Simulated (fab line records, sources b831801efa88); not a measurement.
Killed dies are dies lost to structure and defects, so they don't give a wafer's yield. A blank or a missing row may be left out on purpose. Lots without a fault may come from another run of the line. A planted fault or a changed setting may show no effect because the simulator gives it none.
fab line records | flow sky130
record lots=6 wafers=18 last_day=50
route steps=708 shown METAL1@443 VIA1@458 METAL2@483 PAD_OPEN@708
lots that met no fault: from a run of the same line without faults
start_h: hours from the record's first day to the start of the lot's first wafer shown | wait_h: hours since the lot's step before | " the same as in the row above | L1.1+2: a row that stands for several wafers | - no value, or no start given | * or withheld: withheld | < > ~ a bound
route shown NAME@n: a module of which the file shows steps, and the number in the route of the first | usual: mean/standard deviation of fault-free wafers | same: alike in all rows | chamber/n: place in a boat | sites: the reading at each site | _std_site: their standard deviation | _edge_site: outer sites' mean less inner sites' | radius_mm: how far each site lies from the wafer's centre | mask NAME#n: copy n | behind: the tool/chamber that last shaped the wafer | hold: why the lot was held/for how many hours/how that ended | device: the transistor (n, p or np) that didn't switch | end of line: the same wafers' tests at the end of the route | a step without rows: its recipe alone | killed: dies lost to structure and defects at the first sort, not the wafer's yield | map: a wafer's dies, x killed, . not, _ none there
set.NAME: the setting as run; set.NAME@STEP: as run at that earlier step | model.NAME: the simulator's own value behind a step, which no gauge read
lots at some steps of the route; a table a step, a row a wafer
services: from which hour (start_h, from the record's first day; less than 0 if before it) a tool's chamber was out of use, for how many hours, and why
## steps
# step SKY_METAL1_COAT_09
# recipe resist=BARC temp_c=withheld time_s=withheld spin_rpm=3000 resist_thk_nm=60
# step SKY_METAL1_COAT_10
# recipe resist=KrF-thick spin_rpm=3000 resist_thk_nm=450
# step SKY_METAL1_SOFTBAKE_11
# recipe temp_c=100 time_s=90 resist=KrF-thick
# step SKY_METAL1_EXPOSE_12
# recipe mask_id=MM1 na=0.8 source_shape=annular sigma_inner=0.55 sigma_outer=0.85 target_cd_nm=140 dose_mj=28
# step SKY_METAL1_PEB_13
# recipe peb_temp_c=withheld peb_time_s=withheld resist=KrF-thick
# step SKY_METAL1_DEVELOP_14
# recipe develop_time_s=60 resist=KrF-thick dev_temp_c=21
# step SKY_METAL1_CD_MEAS_15
# recipe target_cd_nm=140
# usual cd_nm=140.0/1.9
# columns lot.wafer tool chamber start_h wait_h cd_nm
L324.1 cd_sem-01 - 778.00 - 138.9
L324.2 " - " " 140.0
L324.3 " - " " 140.6
L326.1 cd_sem-01 - 793.03 - 139.3
L326.4 " - " " 139.2
L326.6 " - " " 139.1
L328.1 cd_sem-01 - 814.03 - 143.6
L328.2 " - " " 142.5
L328.3 " - " " 141.4
L327.1 cd_sem-01 - 815.68 - 141.4
L327.3 " - " " 141.6
L327.4 " - " " 140.4
L342.2 cd_sem-01 - 914.77 - 138.3
L342.3 " - " " 138.4
L342.6 " - " " 138.9
L344.3 cd_sem-01 - 924.59 - 138.5
L344.5 " - " " 140.3
L344.6 " - " " 139.8
# step SKY_METAL1_OVL_MEAS_16
# usual METAL1_OVL=-3/6
# columns lot.wafer tool chamber start_h wait_h METAL1_OVL[nm]
L324.1 overlay-02 - 778.12 0.1 -10
L324.2 " - " " -10
L324.3 " - " " -8
L326.1 overlay-02 - 793.15 0.1 -2
L326.4 " - " " 0
L326.6 " - " " -3
L328.1 overlay-01 - 814.15 0.1 -2
L328.2 " - " " -7
L328.3 " - " " -1
L327.1 overlay-01 - 815.80 0.1 -6
L327.3 " - " " -9
L327.4 " - " " -5
L342.2 overlay-01 - 914.88 0.1 0
L342.3 " - " " -2
L342.6 " - " " 2
L344.3 overlay-01 - 924.68 0.1 -9
L344.5 " - " " -7
L344.6 " - " " -23
# step SKY_METAL1_DESCUM_17
# recipe chemistry=O2 source_power_w=150 bias_power_w=0 pressure_mtorr=10 temp_c=40 time_s=8
# usual drypump_motor_current_A=5.93/0.29 oes_product_au=0.996/0.011
# same time_s=8
# columns lot.wafer tool chamber start_h wait_h drypump_motor_current_A oes_product_au rf_hours_counter_h
L324.1 rie_metal-02 1 778.15 0.0 6.33 0.986 15
L324.2 " 0 " " 5.61 0.988 1
L324.3 " 0 " " 5.64 0.991 -
L326.1 rie_metal-04 0 793.18 0.0 5.89 0.994 14
L326.4 " 1 " " 6.33 0.983 -
L326.6 " 0 " " 5.91 0.985 -
L328.1 rie_metal-01 0 814.18 0.0 5.79 1.001 17
L328.2 " 1 " " 5.68 1.010 0
L328.3 " 1 " " 5.67 1.008 -
L327.1 rie_metal-02 0 815.83 0.0 5.62 0.979 3
L327.3 " 0 " " 5.63 0.983 -
L327.4 " 0 " " 5.66 0.975 -
L342.2 rie_metal-04 0 914.91 0.0 5.85 1.000 3
L342.3 " 0 " " 5.82 1.002 -
L342.6 " 0 " " 5.84 1.013 -
L344.3 rie_metal-02 0 924.72 0.0 5.68 0.996 -
L344.5 " 0 " " 5.64 0.993 -
L344.6 " 1 " " 6.35 0.995 -
# step SKY_METAL1_ETCH_18
# recipe chemistry=N2/H2 target=BARC ion_energy_ev=200 bias_w=100 pressure_mtorr=30 n2_flow_sccm=100 h2_flow_sccm=200 icp_w=500 stop_on=SiO2 time_s=45.9 target_depth_a=600
# step SKY_METAL1_METAL_ETCH_19
# recipe target_depth_a=3600 stop_on=SiO2 over_etch_frac=0.3 time_s=78 chemistry=Cl2/BCl3 resist_sidewall_deg=88 pressure_mtorr=10 icp_w=900 bias_w=48.5 Cl2_flow_sccm=60 bcl3_flow_sccm=30
# usual drypump_motor_current_A=5.93/0.29 oes_product_au=0.854/0.0057 throttle_valve_pct=22.265/0.0092
# same time_s=78
# columns lot.wafer tool chamber start_h wait_h drypump_motor_current_A oes_product_au rf_hours_counter_h throttle_valve_pct
L324.1 rie_metal-02 1 778.25 0.0 6.34 0.850 15 22.251
L324.2 " 0 " " 5.64 0.848 1 22.252
L324.3 " 0 " " 5.63 0.848 - 22.261
L326.1 rie_metal-04 0 793.28 0.0 5.87 0.859 14 22.257
L326.4 " 1 " " 6.30 0.861 - 22.270
L326.6 " 0 " " 5.86 0.856 - 22.251
L328.1 rie_metal-01 0 814.28 0.0 5.79 0.867 17 22.272
L328.2 " 1 " " 5.64 0.853 0 22.248
L328.3 " 1 " " 5.64 0.856 - 22.256
L327.1 rie_metal-02 0 816.02 0.1 5.67 0.857 3 22.261
L327.3 " 0 " " 5.72 0.847 - 22.254
L327.4 " 0 " " 5.64 0.854 - 22.269
L342.2 rie_metal-04 0 915.00 0.0 5.84 0.861 4 22.254
L342.3 " 0 " " 5.85 0.845 - 22.251
L342.6 " 0 " " 5.82 0.861 - 22.258
L344.3 rie_metal-02 0 924.83 0.1 5.65 0.861 - 22.256
L344.5 " 0 " " 5.59 0.853 - 22.281
L344.6 " 1 " " 6.36 0.861 - 22.260
# step SKY_METAL1_STRIP_20
# recipe chemistry=O2/N2 power_w=1400 pressure_mtorr=1500 platen_temp_c=withheld o2_flow_sccm=3000 n2_flow_sccm=300 overash_fraction=0.5
# step SKY_METAL1_STRIP_21
# recipe chemistry=post_etch_residue_remover time_s=1200 temp_c=72.5
# usual bath_guard_temp_C=72.8/0.39
# same time_s=1200
# columns lot.wafer tool chamber start_h wait_h bath_guard_temp_C
L324.1 wet_bench-02 1 778.44 0.1 72.6
L324.2 " 1 " " 72.6
L324.3 " 1 " " 72.5
L326.1 wet_bench-04 3 793.47 0.1 73.0
L326.4 " 3 " " 72.7
L326.6 " 3 " " 72.7
L328.1 wet_bench-04 3 814.47 0.1 73.2
L328.2 " 3 " " 72.4
L328.3 " 3 " " 72.4
L327.1 wet_bench-04 3 816.30 0.1 72.7
L327.3 " 3 " " 72.9
L327.4 " 3 " " 72.4
L342.2 wet_bench-04 0 915.19 0.1 72.4
L342.3 " 0 " " 72.8
L342.6 " 0 " " 72.6
L344.3 wet_bench-04 1 924.99 0.0 72.8
L344.5 " 1 " " 72.8
L344.6 " 1 " " 72.6
# step SKY_METAL1_CLEAN_22
# recipe chemistry=IPA time_s=180 temp_c=25
# step SKY_METAL1_CLEAN_23
# recipe chemistry=O3/DIW dry=n2_spin
# step SKY_VIA1_HDPCVD_00
# recipe material=SiO2 target_thk_nm=1030 sigma_open_frac=0.3 time_s=171.7 temp_c=400 sih4_flow_sccm=60 pressure_mtorr=6
# step SKY_VIA1_THK_MEAS_01
# recipe reads=SiO2_of_VIA1_HDPCVD_00
# usual VIA1_HDPCVD_THK=1031/10
# columns lot.wafer tool chamber start_h wait_h VIA1_HDPCVD_THK[nm]
L324.1 film_metro-03 - 779.08 0.1 1019
L324.2 " - " " 1047
L324.3 " - " " 1028
L326.1 film_metro-03 - 794.11 0.1 1032
L326.4 " - " " 1030
L326.6 " - " " 1031
L328.1 film_metro-03 - 815.07 0.1 1041
L328.2 " - " " 1026
L328.3 " - " " 1047
L327.1 film_metro-01 - 816.92 0.1 1011
L327.3 " - " " 1018
L327.4 " - " " 1022
L342.2 film_metro-02 - 915.81 0.1 1031
L342.3 " - " " 1025
L342.6 " - " " 1038
L344.3 film_metro-03 - 925.63 0.1 1037
L344.5 " - " " 1018
L344.6 " - " " 1015
# step SKY_VIA1_CMP_02
# recipe material=SiO2 down_force_psi=4 platen_rpm=60 pad_velocity_m_s=0.94248
# usual motor_current_A=12.8/1 slurry_filter_dp_kPa=13.50/0.14 slurry_flow_ml_min=150.0/0.44
# columns lot.wafer tool chamber start_h wait_h motor_current_A slurry_filter_dp_kPa slurry_flow_ml_min
L324.2 cmp-01 0 779.14 0.0 13.5 13.44 149.9
L324.3 " 2 " " 12.6 13.55 150.1
L324.1 " 3 " " 12.4 13.41 150.2
L326.1 cmp-01 2 794.17 0.1 12.2 13.62 150.6
L326.4 " 0 " " 13.5 13.41 149.9
L326.6 " 2 " " 12.3 13.58 150.5
L328.2 cmp-01 1 815.13 0.0 14.7 13.32 149.0
L328.1 " 2 " " 12.8 13.40 150.6
L328.3 " 0 " " 13.5 13.52 149.5
L327.1 cmp-01 3 816.98 0.1 12.8 13.46 150.2
L327.4 " 0 " " 13.2 13.50 149.9
L327.3 " 1 " " 14.7 13.48 150.5
L342.2 cmp-02 1 916.51 0.7 11.0 13.49 150.4
L342.3 " 3 " " 13.9 13.64 149.9
L342.6 " 1 " " 11.4 13.54 149.8
L344.3 cmp-01 0 925.72 0.1 13.1 13.45 149.8
L344.5 " 3 " " 12.7 13.54 150.4
L344.6 " 0 " " 13.6 13.76 149.8
# step SKY_VIA1_BOW_MEAS_03
# recipe mode=bow
# usual VIA1_BOW=79/6.6
# columns lot.wafer tool chamber start_h wait_h VIA1_BOW[um]
L324.1 film_metro-03 - 779.44 0.1 86
L324.2 " - " " 92
L324.3 " - " " 73
L326.1 film_metro-01 - 794.47 0.2 72
L326.4 " - " " 72
L326.6 " - " " 78
L328.1 film_metro-03 - 815.43 0.2 82
L328.2 " - " " 68
L328.3 " - " " 83
L327.1 film_metro-01 - 817.28 0.2 75
L327.3 " - " " 75
L327.4 " - " " 78
L342.2 film_metro-02 - 916.83 0.3 84
L342.3 " - " " 81
L342.6 " - " " 77
L344.3 film_metro-01 - 926.01 0.2 87
L344.5 " - " " 86
L344.6 " - " " 91
# step SKY_VIA1_DEHYDRATE_04
# recipe temp_c=200 time_s=60
# step SKY_VIA1_HMDS_05
# recipe prime_time_s=60 prime_temp_c=120
# step SKY_VIA1_COAT_06
# recipe resist=BARC temp_c=withheld time_s=withheld spin_rpm=3000 resist_thk_nm=59.44
# step SKY_VIA1_COAT_07
# recipe resist=KrF-thick spin_rpm=3000 resist_thk_nm=450
# step SKY_VIA1_SOFTBAKE_08
# recipe temp_c=100 time_s=90 resist=KrF-thick
# step SKY_VIA1_EXPOSE_09
# recipe mask_id=VIM na=0.8 source_shape=annular sigma_inner=0.55 sigma_outer=0.85 target_cd_nm=150 dose_mj=38
# step SKY_VIA1_PEB_10
# recipe peb_temp_c=withheld peb_time_s=withheld resist=KrF-thick
# step SKY_VIA1_DEVELOP_11
# recipe develop_time_s=60 resist=KrF-thick dev_temp_c=21
# step SKY_VIA1_CD_MEAS_12
# recipe target_cd_nm=150
# usual cd_nm=149.5/1.9
# columns lot.wafer tool chamber start_h wait_h cd_nm
L324.1 cd_sem-01 - 806.40 - 147.2
L324.2 " - " " 150.6
L324.3 " - " " 149.1
L326.1 cd_sem-01 - 821.25 - 152.1
L326.4 " - " " 152.4
L326.6 " - " " 149.9
L328.1 cd_sem-02 - 842.15 - 148.9
L328.2 " - " " 149.9
L328.3 " - " " 150.3
L327.1 cd_sem-02 - 844.50 - 146.1
L327.3 " - " " 145.4
L327.4 " - " " 147.5
L342.2 cd_sem-01 - 941.79 - 148.5
L342.3 " - " " 148.3
L342.6 " - " " 147.1
L344.3 cd_sem-01 - 950.91 - 147.4
L344.5 " - " " 148.5
L344.6 " - " " 149.6
# step SKY_VIA1_OVL_MEAS_13
# usual VIA1_OVL=-2/4.9
# columns lot.wafer tool chamber start_h wait_h VIA1_OVL[nm]
L324.1 overlay-01 - 806.52 0.1 -2
L324.2 " - " " -5
L324.3 " - " " -5
L326.1 overlay-02 - 821.37 0.1 12
L326.4 " - " " 2
L326.6 " - " " 1
L328.1 overlay-01 - 842.27 0.1 0
L328.2 " - " " 2
L328.3 " - " " -5
L327.1 overlay-02 - 844.62 0.1 -7
L327.3 " - " " -7
L327.4 " - " " -1
L342.2 overlay-02 - 941.89 0.1 -7
L342.3 " - " " 3
L342.6 " - " " -3
L344.3 overlay-02 - 951.00 0.1 11
L344.5 " - " " 4
L344.6 " - " " 1
# step SKY_VIA1_ETCH_14
# recipe chemistry=N2/H2 target=BARC ion_energy_ev=200 source_w=500 bias_w=100 pressure_mtorr=30 n2_flow_sccm=100 h2_flow_sccm=200 stop_on=SiO2 time_s=45.9 target_depth_a=600
# usual drypump_motor_current_A=5.7/0.43 oes_product_au=0.850/0.0042 throttle_valve_pct=13.224/0.0095
# same time_s=45.9
# columns lot.wafer tool chamber start_h wait_h drypump_motor_current_A oes_product_au rf_hours_counter_h throttle_valve_pct
L324.1 rie_diel-02 3 806.55 0.0 6.4 0.840 35 13.233
L324.2 " 2 " " 5.9 0.850 18 13.220
L324.3 " 0 " " 5.6 0.852 4 13.224
L326.1 rie_diel-02 3 821.41 0.0 6.5 0.856 36 13.224
L326.4 " 0 " " 5.6 0.851 - 13.213
L326.6 " 3 " " 6.4 0.847 - 13.229
L328.1 rie_diel-03 2 842.30 0.0 5.8 0.847 7 13.220
L328.2 " 0 " " 5.6 0.849 6 13.217
L328.3 " 3 " " 5.6 0.845 22 13.224
L327.1 rie_diel-03 2 844.66 0.0 5.8 0.851 7 13.208
L327.3 " 0 " " 5.6 0.847 6 13.231
L327.4 " 3 " " 5.5 0.850 22 13.211
L342.2 rie_diel-04 3 941.92 0.0 5.4 0.840 10 13.213
L342.3 " 0 " " 4.9 0.848 6 13.228
L342.6 " 1 " " 6.3 0.857 - 13.230
L344.3 rie_diel-04 0 951.02 0.0 4.9 0.843 7 13.229
L344.5 " 2 " " 5.5 0.848 - 13.230
L344.6 " 3 " " 5.4 0.849 - 13.214
# step SKY_VIA1_ETCH_15
# recipe target=SiO2 chemistry=C4F8/O2/Ar target_depth_nm=351 stop_on=TiN mask_material=KrF-thick source_w=1500 bias_w=1200 pressure_mtorr=40 c4f8_flow_sccm=withheld O2_flow_sccm=6 Ar_flow_sccm=300 time_s=54
# usual oes_product_au=0.981/0.0061
# same time_s=54
# columns lot.wafer tool chamber start_h wait_h oes_product_au rf_hours_counter_h
L324.1 rie_diel-02 3 806.60 0.0 0.974 35
L324.2 " 2 " " 0.979 18
L324.3 " 0 " " 0.982 4
L326.1 rie_diel-02 3 821.45 0.0 0.985 36
L326.4 " 0 " " 0.982 -
L326.6 " 3 " " 0.982 -
L328.1 rie_diel-03 2 842.34 0.0 0.977 7
L328.2 " 0 " " 0.988 6
L328.3 " 3 " " 0.976 22
L327.1 rie_diel-03 2 844.70 0.0 0.980 7
L327.3 " 0 " " 0.991 6
L327.4 " 3 " " 0.972 22
L342.2 rie_diel-04 3 941.96 0.0 0.987 11
L342.3 " 0 " " 0.977 6
L342.6 " 1 " " 0.980 -
L344.3 rie_diel-04 0 951.06 0.0 0.978 7
L344.5 " 2 " " 0.962 -
L344.6 " 3 " " 0.985 -
# step SKY_VIA1_STRIP_16
# recipe chemistry=O2/N2 power_w=1400 pressure_mtorr=1500 platen_temp_c=withheld o2_flow_sccm=2858 n2_flow_sccm=300 overash_fraction=0.5
# step SKY_VIA1_STRIP_17
# recipe chemistry=post_etch_residue_remover time_s=1200 temp_c=72.5
# step SKY_VIA1_CLEAN_18
# recipe chemistry=IPA time_s=180 temp_c=25
# step SKY_VIA1_CLEAN_19
# recipe chemistry=O3/DIW dry=n2_spin
# step SKY_VIA1_SPUTTER_20
# recipe material=TiN target_thk_nm=20 chamber_pressure_pa=5 power_w=4000 time_s=80
# step SKY_VIA1_CVD_21
# recipe material=W target_thk_nm=270 time_s=80.902 temp_c=400 pressure_torr=40
# step SKY_VIA1_RS_MEAS_22
# recipe thk_meas_gauge=four-point-probe reads=W_of_VIA1_CVD_21+TiN_of_VIA1_SPUTTER_20
# usual VIA1_W_RS=0.425/0.0046
# columns lot.wafer tool chamber start_h wait_h VIA1_W_RS[ohm/sq]
L324.1 film_metro-01 - 807.42 0.1 0.432
L324.2 " - " " 0.426
L324.3 " - " " 0.426
L326.1 film_metro-01 - 822.24 0.1 0.424
L326.4 " - " " 0.414
L326.6 " - " " 0.421
L328.1 film_metro-03 - 843.14 0.1 0.430
L328.2 " - " " 0.428
L328.3 " - " " 0.426
L327.1 film_metro-01 - 845.49 0.1 0.429
L327.3 " - " " 0.422
L327.4 " - " " 0.426
L342.2 film_metro-03 - 942.78 0.1 0.425
L342.3 " - " " 0.424
L342.6 " - " " 0.425
L344.3 film_metro-03 - 951.94 0.1 0.420
L344.5 " - " " 0.426
L344.6 " - " " 0.418
# step SKY_VIA1_THK_MEAS_23
# recipe thk_meas_gauge=xrf reads=W_of_VIA1_CVD_21
# usual VIA1_W_THK=279/3.3
# columns lot.wafer tool chamber start_h wait_h VIA1_W_THK[nm]
L324.1 film_metro-01 - 807.54 0.1 276
L324.2 " - " " 277
L324.3 " - " " 279
L326.1 film_metro-01 - 822.36 0.1 278
L326.4 " - " " 286
L326.6 " - " " 283
L328.1 film_metro-03 - 843.26 0.1 278
L328.2 " - " " 278
L328.3 " - " " 279
L327.1 film_metro-01 - 845.61 0.1 272
L327.3 " - " " 277
L327.4 " - " " 274
L342.2 film_metro-03 - 942.89 0.1 279
L342.3 " - " " 281
L342.6 " - " " 280
L344.3 film_metro-03 - 952.04 0.1 282
L344.5 " - " " 278
L344.6 " - " " 286
# step SKY_VIA1_CMP_24
# recipe stop_on=SiO2 t_overpolish_s=15 down_force_psi=3.5 platen_rpm=60 target_thk_nm=0 pad_velocity_m_s=0.94248
# step SKY_METAL2_SPUTTER_00
# recipe material=Ti target_thk_nm=15 power_w=3000 time_s=10 chamber_pressure_pa=0.4
# step SKY_METAL2_SPUTTER_01
# recipe material=TiN target_thk_nm=20 power_w=6500 time_s=16.7 chamber_pressure_pa=0.4
# step SKY_PAD_OPEN_PROBE_99
# usual defect_limited_yield=82.9/1.9 killed_at_M0_to_M3=42/6.3 killed_at_M4_up=2.8/1.9 killed_at_contacts=23/5.3 killed_at_front_end=16/4.3 killed_at_other=0.2/0.51 killed_dies=84/9.3 killed_open=46/7.6 killed_short=38/6.3 sort_bin_3_pad_short=0.8/0.41 sort_bin_5_function=10.0/1.4 sort_bin_6_memory=6.2/1.1 sort_n_pass=408/9.3 sort_yield_pct=82.9/1.9
# same gross_dies=492 killed_at_back_side=0 sort_bin_4_leakage[%]=0 sort_bin_8_speed[%]=0
# columns lot.wafer tool chamber start_h wait_h defect_limited_yield[%] killed_at_M0_to_M3 killed_at_M4_up killed_at_contacts killed_at_front_end killed_at_other killed_dies killed_open killed_short sort_bin_3_pad_short[%] sort_bin_5_function[%] sort_bin_6_memory[%] sort_n_pass sort_yield_pct[%] model.etest.tester.sort_n_pass model.etest.tester.sort_yield_pct model.etest.tester.sort_bin_5_pct model.etest.tester.sort_bin_3_pct
L328.1 prober-02 - 1117.23 0.1 75.2 86 5 17 14 0 122 41 42 2.4 15.7 6.7 370 75.2 370 75.2 15.65 2.439
L328.2 prober-02 - 1117.28 0.1 76.6 78 2 21 14 0 115 47 32 2.0 14.8 6.5 377 76.6 377 76.63 14.84 2.033
L328.3 prober-02 - 1117.33 0.2 78.0 81 0 14 13 0 108 31 35 1.6 14.8 5.5 384 78.0 384 78.05 14.84 1.626
L327.1 prober-02 - 1118.73 0.1 76.0 70 6 27 14 1 118 45 36 1.4 16.5 6.1 374 76.0 374 76.02 16.46 1.423
L327.3 prober-02 - 1118.83 0.2 74.8 75 4 32 13 0 124 53 33 2.4 16.3 6.5 368 74.8 368 74.8 16.26 2.439
L327.4 prober-02 - 1118.88 0.2 76.6 83 0 13 19 0 115 43 37 2.8 13.6 6.9 377 76.6 377 76.63 13.62 2.846
L342.2 prober-01 - 1188.16 0.1 85.4 47 0 20 5 0 72 38 34 0.6 8.9 5.1 420 85.4 420 85.37 8.943 0.6098
L342.3 prober-01 - 1188.21 0.2 83.5 46 2 19 14 0 81 46 35 0.2 10.4 5.9 411 83.5 411 83.54 10.37 0.2033
L342.6 prober-01 - 1188.36 0.2 84.1 39 2 22 15 0 78 39 38 0.2 9.8 5.9 414 84.1 414 84.15 9.756 0.2033
L344.3 prober-01 - 1196.59 0.2 81.1 51 2 17 23 0 93 52 41 0.6 10.6 7.7 399 81.1 399 81.1 10.57 0.6098
L344.5 prober-01 - 1196.69 0.2 79.9 36 0 35 28 0 99 55 44 1.0 10.4 8.7 393 79.9 393 79.88 10.37 1.016
L344.6 prober-01 - 1196.74 0.2 78.9 55 2 25 22 0 104 58 46 1.8 12.2 7.1 388 78.9 388 78.86 12.2 1.829
# killed by level:class
L328.1 METAL1:unspecified=39 VIA3:geometric_particle:open=10 CONTACT:geometric_particle:open=8 METAL1:geometric_particle:short=8 VIA1:geometric_particle:open=7 VIA2:geometric_particle:open=6 METAL2:geometric_particle:short=5 METAL4:geometric_particle:short=5
L328.2 METAL1:unspecified=36 VIA1:geometric_particle:open=11 LI_CONTACT:geometric_particle:open=8 CONTACT:geometric_particle:open=7 METAL1:geometric_particle:short=5 FIELD_ISO:geometric_particle:open=4 VIA1:geometric_particle:short=4 VIA2:geometric_particle:short=4
L328.3 METAL1:unspecified=42 VIA1:geometric_particle:open=11 METAL1:geometric_particle:short=7 POLY_GATE:geometric_particle:open=4 LI_CONTACT:geometric_particle:short=4 METAL2:geometric_particle:short=4 LOCAL_INTERCONNECT:geometric_particle:short=4 VIA1:geometric_particle:short=4
L327.1 METAL1:unspecified=37 CONTACT:geometric_particle:open=14 VIA1:geometric_particle:open=8 VIA1:geometric_particle:short=7 METAL1:geometric_particle:short=5 FIELD_ISO:geometric_particle:open=4 LI_CONTACT:geometric_particle:open=4 VIA3:geometric_particle:open=4
L327.3 METAL1:unspecified=38 CONTACT:geometric_particle:open=19 VIA1:geometric_particle:open=8 VIA2:geometric_particle:open=6 METAL1:geometric_particle:open=4 VIA3:geometric_particle:open=4 LOCAL_INTERCONNECT:geometric_particle:short=4 VIA1:geometric_particle:short=4
L327.4 METAL1:unspecified=35 VIA1:geometric_particle:open=11 VIA1:geometric_particle:short=7 FIELD_ISO:geometric_particle:short=6 VIA2:geometric_particle:open=6 POLY_GATE:geometric_particle:short=4 METAL1:geometric_particle:short=4 METAL1:geometric_particle:open=4
L342.2 VIA1:geometric_particle:open=16 METAL2:geometric_particle:short=7 CONTACT:geometric_particle:open=7 VIA1:geometric_particle:short=7 LI_CONTACT:geometric_particle:open=4 METAL3:geometric_particle:short=4 VIA3:geometric_particle:short=3 CONTACT:geometric_particle:short=3
L342.3 LI_CONTACT:geometric_particle:open=10 VIA3:geometric_particle:open=8 METAL2:geometric_particle:short=8 VIA1:geometric_particle:open=7 VIA2:geometric_particle:open=7 METAL1:geometric_particle:short=6 FIELD_ISO:geometric_particle:short=5 POLY_GATE:geometric_particle:open=5
L342.6 VIA1:geometric_particle:open=12 LI_CONTACT:geometric_particle:open=6 VIA3:geometric_particle:short=6 FIELD_ISO:geometric_particle:open=5 CONTACT:geometric_particle:open=5 POLY_GATE:geometric_particle:short=5 CONTACT:geometric_particle:short=5 VIA2:geometric_particle:open=5
L344.3 VIA1:geometric_particle:open=15 CONTACT:geometric_particle:open=9 VIA2:geometric_particle:open=8 FIELD_ISO:geometric_particle:short=6 FIELD_ISO:geometric_particle:open=6 METAL1:geometric_particle:short=6 VIA1:geometric_particle:short=6 VIA3:geometric_particle:open=6
L344.5 CONTACT:geometric_particle:open=23 FIELD_ISO:geometric_particle:short=12 VIA1:geometric_particle:open=7 METAL1:geometric_particle:short=6 VIA1:geometric_particle:short=6 POLY_GATE:geometric_particle:open=5 LI_CONTACT:geometric_particle:open=5 POLY_GATE:geometric_particle:short=4
L344.6 VIA1:geometric_particle:open=14 POLY_GATE:geometric_particle:open=8 CONTACT:geometric_particle:open=8 VIA1:geometric_particle:short=8 LI_CONTACT:geometric_particle:open=7 CONTACT:geometric_particle:short=7 VIA2:geometric_particle:open=7 METAL1:geometric_particle:short=5
# map L327.3 (x killed, . not)
__________.....x..x._________
________x..x.....x...._______
______.x...x.x.........._____
_____...................x____
____.x.........x.x..x....x___
___x........x..............__
__.....x...x..xx.x...x.....x_
_.xx.......xx..x......x.....x
_........x.x.................
_.......x......xx..x....x...x
_..........x......x.....x..xx
_x............x..xx.xx......x
_.........xx..xx...x..x......
_.x...x..x.xx.........xxx..x.
_.x.x.xxx.xx.......x..x....xx
__x..xxxxx.......xx.x......x_
___.xxxxxxx....x...........__
____xxxxxxx...x.x....x....___
_____xxxxxx.x...x.x....x.____
______xxxx.x............_____
________x.x.....x....._______
__________x.......x._________
# map L328.1 (x killed, . not)
__________........x._________
________..x..........x_______
______x.x.......x..x..xx_____
_____x.x.........x..x....____
____x.....................___
___....x..x.x.x............__
__....x.......xxx.x.......x._
_...x......x.................
_xx.x...x...............xx.xx
_x.xx..............x...xxx..x
_.......x...x.x.....x........
_................x..x...xx...
_.............x...x..........
_....xx.....x..x..x....x.....
_xx...xxx.x................x.
__xxx..xxxxx.........x......_
___..xxxxxxx.....x....xx...__
____xxxxxxx.x.x........x..___
_____xxxxxxxx.....x.xxx..____
______xxxx.xxx.x.xx....x_____
________xx.......xx..._______
__________x........._________
## services
# columns tool chamber start_h hours kind
rie_metal-01 - 759.69 1.4 pm
rie_diel-04 - 763.49 2.8 pm
rie_diel-04 2 771.16 26.9 repair
rie_diel-04 3 795.76 5.6 repair
rie_metal-04 0 800.38 23.9 repair
cmp-01 - 808.35 1.1 repair
rie_metal-01 - 836.05 1.3 repair
cmp-01 - 838.99 16.3 pm
rie_metal-04 - 865.16 1.4 pm
rie_diel-04 0 868.14 13.9 repair
wet_bench-04 - 869.62 4.4 pm
wet_bench-02 - 877.40 1.6 repair
rie_metal-02 0 880.09 9.9 repair
rie_metal-04 - 897.11 2.8 pm
rie_diel-02 - 907.79 10.7 repair
cmp-02 - 908.09 6.3 pm
cmp-01 - 912.00 4.0 pm
cmp-01 - 916.02 2.4 repair
cmp-02 - 918.61 13.6 pm
rie_diel-03 1 920.66 14.6 repair
cmp-02 - 932.69 1.0 repair
cmp-01 - 935.71 1.2 repair
rie_metal-04 1 936.01 13.9 repair
cmp-02 - 938.67 4.1 repair
## key
first_sign step=SKY_PAD_OPEN_PROBE_99 reading=killed_at_M0_to_M3 direction=up sigmas=5.8 usual=42 struck=79
effect step=SKY_PAD_OPEN_PROBE_99 reading=sort_bin_5_function direction=up sigmas=3.6 usual=10.0 struck=15.3
model_effect step=SKY_PAD_OPEN_PROBE_99 value=etest.tester.sort_n_pass without=409.2 struck=375
met_at SKY_METAL1_STRIP_21
struck_wafers L327.1,L327.3,L327.4,L328.1,L328.2,L328.3
onset_between 793.47 814.47
also_fits SKY_VIA1_ETCH_14:rie_diel-03,SKY_VIA1_ETCH_15:rie_diel-03
fault kind=chamber_particle_source tool=wet_bench-04 chamber=- onset_h=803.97 steps=SKY_METAL1_STRIP_21 rate_per_visit_cm2=0.49124 end_h=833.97
